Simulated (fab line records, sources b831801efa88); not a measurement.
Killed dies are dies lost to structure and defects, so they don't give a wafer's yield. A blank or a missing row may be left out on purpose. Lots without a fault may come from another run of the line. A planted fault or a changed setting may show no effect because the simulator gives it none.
fab line records | flow gf180mcu
record lots=13 wafers=39 last_day=34
route steps=602 shown HV_LDD@228 NSD@245 PSD@261 SAB@273
lots that met no fault: from a run of the same line without faults
start_h: hours from the record's first day to the start of the lot's first wafer shown | wait_h: hours since the lot's step before | " the same as in the row above | L1.1+2: a row that stands for several wafers | - no value, or no start given | * or withheld: withheld | < > ~ a bound
route shown NAME@n: a module of which the file shows steps, and the number in the route of the first | usual: mean/standard deviation of fault-free wafers | same: alike in all rows | chamber/n: place in a boat | sites: the reading at each site | _std_site: their standard deviation | _edge_site: outer sites' mean less inner sites' | radius_mm: how far each site lies from the wafer's centre | mask NAME#n: copy n | behind: the tool/chamber that last shaped the wafer | hold: why the lot was held/for how many hours/how that ended | device: the transistor (n, p or np) that didn't switch | end of line: the same wafers' tests at the end of the route | a step without rows: its recipe alone | killed: dies lost to structure and defects at the first sort, not the wafer's yield | map: a wafer's dies, x killed, . not, _ none there
set.NAME: the setting as run; set.NAME@STEP: as run at that earlier step | model.NAME: the simulator's own value behind a step, which no gauge read
steps of the route over a sample of lots; a table a step, a row a wafer
services: from which hour (start_h, from the record's first day; less than 0 if before it) a tool's chamber was out of use, for how many hours, and why
## steps
# step GF_HV_LDD_RTA_52
# recipe temp_c=1000 time_s=10 ambient=N2
# usual chamber_o2_ppm=2.007/0.02 lamp_power_pct=32.7/0.94 wafer_temp_C_max=1005.5/1.2
# columns lot.wafer tool chamber start_h wait_h chamber_o2_ppm lamp_power_pct wafer_temp_C_max
L357.1 rtp_anneal-01 0 271.63 0.0 1.962 31.8 1007.4
L357.3 " 0 " " 1.988 31.8 1005.3
L357.4 " 0 " " 1.990 31.8 1004.6
L359.1 rtp_anneal-02 0 289.08 0.0 2.005 33.7 1005.4
L359.3 " 0 " " 1.996 33.7 1003.2
L359.6 " 0 " " 1.965 33.7 1002.5
L362.2 rtp_anneal-02 0 313.60 0.0 2.038 33.7 1007.5
L362.5 " 0 " " 2.002 33.7 1005.1
L362.6 " 0 " " 1.993 33.7 1005.2
L363.3 rtp_anneal-01 0 323.39 0.0 2.028 31.8 1005.7
L363.5 " 0 " " 2.008 31.8 1005.9
L363.6 " 0 " " 1.991 31.8 1005.8
L364.4 rtp_anneal-02 0 331.82 0.0 1.989 33.8 1004.4
L364.5 " 0 " " 2.018 33.7 1003.8
L364.6 " 0 " " 1.994 33.7 1003.9
L365.1 rtp_anneal-01 0 337.82 0.0 1.979 31.8 1005.2
L365.2 " 0 " " 1.993 31.8 1005.5
L365.4 " 0 " " 1.984 31.9 1004.9
L374.2 rtp_anneal-01 0 410.74 0.0 2.002 31.8 1005.6
L374.5 " 0 " " 2.023 31.8 1006.5
L374.6 " 0 " " 1.998 31.8 1006.4
L375.1 rtp_anneal-01 0 423.58 0.0 2.004 31.8 1005.6
L375.2 " 0 " " 2.035 31.8 1006.1
L375.5 " 0 " " 2.003 31.8 1006.3
L377.4 rtp_anneal-01 0 435.90 0.0 1.997 31.8 1006.7
L377.5 " 0 " " 2.031 31.8 1009.2
L377.6 " 0 " " 2.012 31.8 1006.2
L376.4 rtp_anneal-02 0 436.22 0.0 1.999 33.7 1005.7
L376.5 " 0 " " 1.987 33.7 1003.4
L376.6 " 0 " " 2.027 33.7 1004.7
L378.1 rtp_anneal-02 0 450.38 0.0 1.993 33.8 1004.9
L378.4 " 0 " " 2.023 33.7 1004.9
L378.5 " 0 " " 1.990 33.7 1005.2
L379.1 rtp_anneal-01 0 451.78 0.0 1.994 31.8 1005.6
L379.2 " 0 " " 2.007 31.8 1008.3
L379.3 " 0 " " 2.023 31.8 1004.3
L380.1 rtp_anneal-01 0 458.43 0.0 2.006 31.7 1006.4
L380.3 " 0 " " 2.005 31.8 1004.3
L380.5 " 0 " " 2.035 31.8 1005.3
# step GF_NSD_IMPLANT_10
# recipe species=P energy_kev=40 dose_cm2=5e+14 tilt_deg=7
# usual dose_ions_cm2=5.001e+14/6e+11
# columns lot.wafer tool chamber start_h wait_h dose_ions_cm2
L357.1 implanter-02 0 294.06 0.1 5.001e+14
L357.3 " 0 " " 4.998e+14
L357.4 " 0 " " 5.001e+14
L359.1 implanter-02 0 312.97 0.1 4.998e+14
L359.3 " 0 " " 4.998e+14
L359.6 " 0 " " 4.997e+14
L362.2 implanter-02 0 339.06 0.1 5.001e+14
L362.5 " 0 " " 5.002e+14
L362.6 " 0 " " 5.011e+14
L363.3 implanter-02 0 347.08 0.1 4.805e+14
L363.5 " 0 " " 4.789e+14
L363.6 " 0 " " 4.801e+14
L364.4 implanter-02 0 357.36 0.1 4.797e+14
L364.5 " 0 " " 4.791e+14
L364.6 " 0 " " 4.791e+14
L365.1 implanter-01 0 362.06 0.1 5.006e+14
L365.2 " 0 " " 5.006e+14
L365.4 " 0 " " 5.007e+14
L374.2 implanter-03 0 438.41 0.1 5.007e+14
L374.5 " 0 " " 5.011e+14
L374.6 " 0 " " 5.007e+14
L375.1 implanter-01 0 450.86 0.1 4.997e+14
L375.2 " 0 " " 4.997e+14
L375.5 " 0 " " 4.998e+14
L377.4 implanter-01 0 463.52 0.1 4.991e+14
L377.5 " 0 " " 4.998e+14
L377.6 " 0 " " 4.999e+14
L376.4 implanter-01 0 463.82 0.1 5.005e+14
L376.5 " 0 " " 5.002e+14
L376.6 " 0 " " 5.002e+14
L378.1 implanter-03 0 478.21 0.1 4.994e+14
L378.4 " 0 " " 4.996e+14
L378.5 " 0 " " 4.997e+14
L379.1 implanter-02 0 479.58 0.1 5.003e+14
L379.2 " 0 " " 5.002e+14
L379.3 " 0 " " 5.004e+14
L380.1 implanter-02 0 484.64 0.1 4.999e+14
L380.3 " 0 " " 5.004e+14
L380.5 " 0 " " 4.999e+14
# step GF_PSD_RTA_13
# recipe temp_c=1025 time_s=20 ambient=N2
# usual chamber_o2_ppm=2.005/0.023 lamp_power_pct=33.7/0.92 wafer_temp_C_max=1030.6/1.2
# columns lot.wafer tool chamber start_h wait_h chamber_o2_ppm lamp_power_pct wafer_temp_C_max
L357.1 rtp_anneal-01 0 314.87 0.0 2.007 33.0 1029.3
L357.3 " 0 " " 1.994 33.0 1031.6
L357.4 " 0 " " 1.981 33.0 1031.2
L359.1 rtp_anneal-01 0 335.09 0.0 1.983 33.1 1033.4
L359.3 " 0 " " 2.002 33.0 1030.4
L359.6 " 0 " " 2.040 33.0 1031.8
L362.2 rtp_anneal-01 0 361.21 0.0 1.988 33.0 1029.2
L362.5 " 0 " " 1.990 33.0 1031.0
L362.6 " 0 " " 1.984 33.0 1032.5
L363.3 rtp_anneal-02 0 369.60 0.0 1.996 35.0 1030.4
L363.5 " 0 " " 2.010 34.9 1029.8
L363.6 " 0 " " 1.970 35.0 1029.4
L364.4 rtp_anneal-02 0 380.02 0.0 2.050 35.0 1030.1
L364.5 " 0 " " 1.970 35.0 1030.0
L364.6 " 0 " " 2.023 35.0 1029.6
L365.1 rtp_anneal-01 0 385.39 0.0 1.991 33.0 1034.1
L365.2 " 0 " " 1.984 33.0 1032.4
L365.4 " 0 " " 1.996 33.0 1032.4
L374.2 rtp_anneal-01 0 463.20 0.0 1.998 33.0 1029.6
L374.5 " 0 " " 1.994 33.0 1031.7
L374.6 " 0 " " 1.982 33.0 1031.4
L375.1 rtp_anneal-01 0 475.88 0.0 2.004 33.0 1030.7
L375.2 " 0 " " 2.011 33.0 1031.5
L375.5 " 0 " " 2.008 33.0 1030.0
L377.4 rtp_anneal-01 0 488.57 0.0 1.993 33.1 1031.2
L377.5 " 0 " " 1.990 33.0 1029.9
L377.6 " 0 " " 1.976 33.0 1032.6
L376.4 rtp_anneal-02 0 488.98 0.0 2.003 35.0 1028.4
L376.5 " 0 " " 2.018 35.0 1029.5
L376.6 " 0 " " 1.991 34.9 1030.7
L378.1 rtp_anneal-02 0 502.58 0.0 2.024 34.9 1030.7
L378.4 " 0 " " 2.028 35.0 1028.8
L378.5 " 0 " " 2.025 35.0 1028.7
L379.1 rtp_anneal-01 0 503.53 0.0 2.022 33.0 1031.5
L379.2 " 0 " " 1.992 33.0 1030.2
L379.3 " 0 " " 2.045 33.0 1030.9
L380.1 rtp_anneal-02 0 508.62 0.0 2.002 35.0 1030.3
L380.3 " 0 " " 1.991 35.0 1029.3
L380.5 " 0 " " 1.932 35.0 1029.5
# step GF_PSD_RS_MEAS_14
# recipe thk_meas_gauge=four-point-probe
# usual NSD_RS=46.14/0.096
# columns lot.wafer tool chamber start_h wait_h NSD_RS[ohm/sq]
L357.1 film_metro-02 - 314.95 0.1 46.05
L357.3 " - " " 46.09
L357.4 " - " " 46.21
L359.1 film_metro-02 - 335.18 0.1 46.17
L359.3 " - " " 46.26
L359.6 " - " " 46.10
L362.2 film_metro-02 - 361.30 0.1 46.18
L362.5 " - " " 46.23
L362.6 " - " " 46.16
L363.3 film_metro-01 - 369.69 0.1 46.54
L363.5 " - " " 46.56
L363.6 " - " " 46.53
L364.4 film_metro-01 - 380.12 0.1 46.44
L364.5 " - " " 46.37
L364.6 " - " " 46.54
L365.1 film_metro-04 - 385.48 0.1 46.17
L365.2 " - " " 46.34
L365.4 " - " " 46.18
L374.2 film_metro-01 - 463.29 0.1 46.12
L374.5 " - " " 46.18
L374.6 " - " " 46.15
L375.1 film_metro-02 - 475.96 0.1 46.05
L375.2 " - " " 46.23
L375.5 " - " " 46.08
L377.4 film_metro-04 - 488.67 0.1 46.15
L377.5 " - " " 46.23
L377.6 " - " " 46.13
L376.4 film_metro-01 - 489.08 0.1 46.20
L376.5 " - " " 46.17
L376.6 " - " " 46.11
L378.1 film_metro-01 - 502.66 0.1 46.16
L378.4 " - " " 46.18
L378.5 " - " " 46.23
L379.1 film_metro-04 - 503.61 0.1 46.18
L379.2 " - " " 46.19
L379.3 " - " " 46.36
L380.1 film_metro-01 - 508.70 0.1 46.14
L380.3 " - " " 46.06
L380.5 " - " " 46.19
# step GF_SAB_CD_MEAS_09
# recipe target_cd_nm=420
# usual cd_nm=419.1/2.3
# columns lot.wafer tool chamber start_h wait_h cd_nm
L357.1 cd_sem-01 - 335.62 0.1 420.8
L357.3 " - " " 420.2
L357.4 " - " " 423.2
L359.1 cd_sem-02 - 356.91 0.1 420.9
L359.3 " - " " 420.5
L359.6 " - " " 419.2
L362.2 cd_sem-01 - 384.25 0.1 420.8
L362.5 " - " " 421.2
L362.6 " - " " 421.5
L363.3 cd_sem-02 - 392.56 0.1 415.7
L363.5 " - " " 417.7
L363.6 " - " " 418.6
L364.4 cd_sem-01 - 402.73 0.1 417.1
L364.5 " - " " 416.8
L364.6 " - " " 416.3
L365.1 cd_sem-01 - 408.78 0.1 422.2
L365.2 " - " " 423.9
L365.4 " - " " 421.0
L374.2 cd_sem-01 - 486.93 0.1 419.7
L374.5 " - " " 421.8
L374.6 " - " " 421.2
L375.1 cd_sem-02 - 498.73 0.1 417.6
L375.2 " - " " 420.3
L375.5 " - " " 419.4
L377.4 cd_sem-02 - 512.28 0.1 418.9
L377.5 " - " " 419.2
L377.6 " - " " 419.8
L376.4 cd_sem-01 - 512.87 0.1 419.4
L376.5 " - " " 420.4
L376.6 " - " " 421.1
L378.1 cd_sem-01 - 526.52 0.1 416.1
L378.4 " - " " 416.9
L378.5 " - " " 418.1
L379.1 cd_sem-01 - 527.21 0.1 419.2
L379.2 " - " " 420.7
L379.3 " - " " 419.6
L380.1 cd_sem-02 - 531.76 0.1 422.5
L380.3 " - " " 421.4
L380.5 " - " " 421.7
## services
# columns tool chamber start_h hours kind
implanter-02 - 250.10 7.0 pm
implanter-03 - 253.57 114.2 pm
implanter-02 - 259.45 1.9 repair
implanter-02 - 348.75 5.8 repair
implanter-03 - 367.81 17.9 pm
implanter-02 - 377.20 4.6 pm
implanter-03 - 456.40 15.0 pm
implanter-02 - 460.34 5.2 pm
implanter-02 - 469.96 2.6 repair
implanter-03 - 481.97 6.0 repair
implanter-02 - 484.96 3.4 repair
## key
first_sign step=GF_NSD_IMPLANT_10 reading=dose_ions_cm2 direction=down sigmas=34 usual=5.001e+14 struck=4.796e+14
effect step=GF_PSD_RS_MEAS_14 reading=NSD_RS direction=up sigmas=3.8 usual=46.14 struck=46.50
met_at GF_NSD_IMPLANT_10
struck_lots L363,L364
tester_left_out L363,L364
not_acting_at GF_HV_LDD_RTA_52,GF_PSD_RTA_13,GF_SAB_CD_MEAS_09
onset_between 339.06 347.08
fault kind=process_parameter_drift tool=implanter-02 chamber=- onset_h=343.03 steps=GF_NSD_IMPLANT_10 channel=dose_cm2 offset=-2.1012e+13 shape=step end_h=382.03 acts_in=these_recipes_only stated=5e+14
# tester_left_out: of these lots the tester's yield and bins aren't shown, on N5 and GAA mostly nor the transistor test; their killed dies are dies lost to structure and defects alone, not to doping, threshold or leakage, so they don't give the yield
